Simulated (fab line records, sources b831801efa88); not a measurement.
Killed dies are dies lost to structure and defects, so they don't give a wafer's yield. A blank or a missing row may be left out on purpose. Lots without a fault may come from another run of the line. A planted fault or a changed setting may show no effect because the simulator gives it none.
Chamber matching | flow gf180mcu | GF_V4_CMP_04 on cmp-01: 4 sister chambers
The step polishes SiO2. 14 wafers are shown with their chamber, then 7 later ones without.

WAFERS WITH THEIR CHAMBER
wafer  | chamber | motor_current_A (A) | time_to_endpoint_s (s)
L431.2 | 1       | 11.5                | 74
L431.4 | 0       | 11.1                | 75
L431.6 | 3       | 13.4                | 80
L434.1 | 2       | 11.9                | 88
L434.3 | 3       | 12.6                | 84
L434.5 | 3       | 13.1                | 91
L444.1 | 0       | 10.2                | 78
L444.3 | 3       | 13.2                | 80
L444.4 | 1       | 11.6                | 78
L450.1 | 3       | 12.9                | 85
L450.2 | 0       | 10.8                | 87
L450.5 | 3       | 13.5                | 92
L451.3 | 0       | 10.6                | 78
L451.4 | 2       | 12.8                | 89

SIGNATURES (means of the wafers above)
reading            | chamber 0 | chamber 1 | chamber 2 | chamber 3 | scatter within a chamber
motor_current_A    | 10.675    | 11.550    | 12.350    | 13.117    | 0.372
time_to_endpoint_s | 79.50     | 76.00     | 88.50     | 85.33     | 4.74
Rule: a wafer's distance from a chamber is the root of the sum, over the readings, of the square of ((its reading less the chamber's mean) divided by the reading's scatter). The wafer belongs to the nearest chamber; if the next one is less than 2 further off, it can't be placed. The scatter: the root of (the sum of the squares of (reading less its chamber's mean) over the shown wafers, divided by (wafers less chambers)).

WAFERS WITHOUT THEIR CHAMBER
wafer  | motor_current_A (A) | time_to_endpoint_s (s)
L451.5 | 11.9                | 88
L452.1 | 13.0                | 74
L452.3 | 10.6                | 76
L452.4 | 12.6                | 78
L453.1 | 12.5                | 88
L453.5 | 14.1                | 90
L453.6 | 10.7                | 88

WHICH CHAMBER EACH WENT THROUGH
wafer  | from the rows above          | in truth
L451.5 | can't be placed: 2 or 1      | 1
L452.1 | can't be placed: 3 or 2 or 1 | 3
L452.3 | can't be placed: 0 or 1      | 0
L452.4 | can't be placed: 3 or 2 or 1 | 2
L453.1 | can't be placed: 2 or 3      | 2
L453.5 | can't be placed: 3 or 2      | 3
L453.6 | can't be placed: 0 or 1      | 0
Placed correctly: 0 of 7. Can't be placed from these rows: 7 (the true chamber is among the candidates in 7). Placed wrongly: 0.
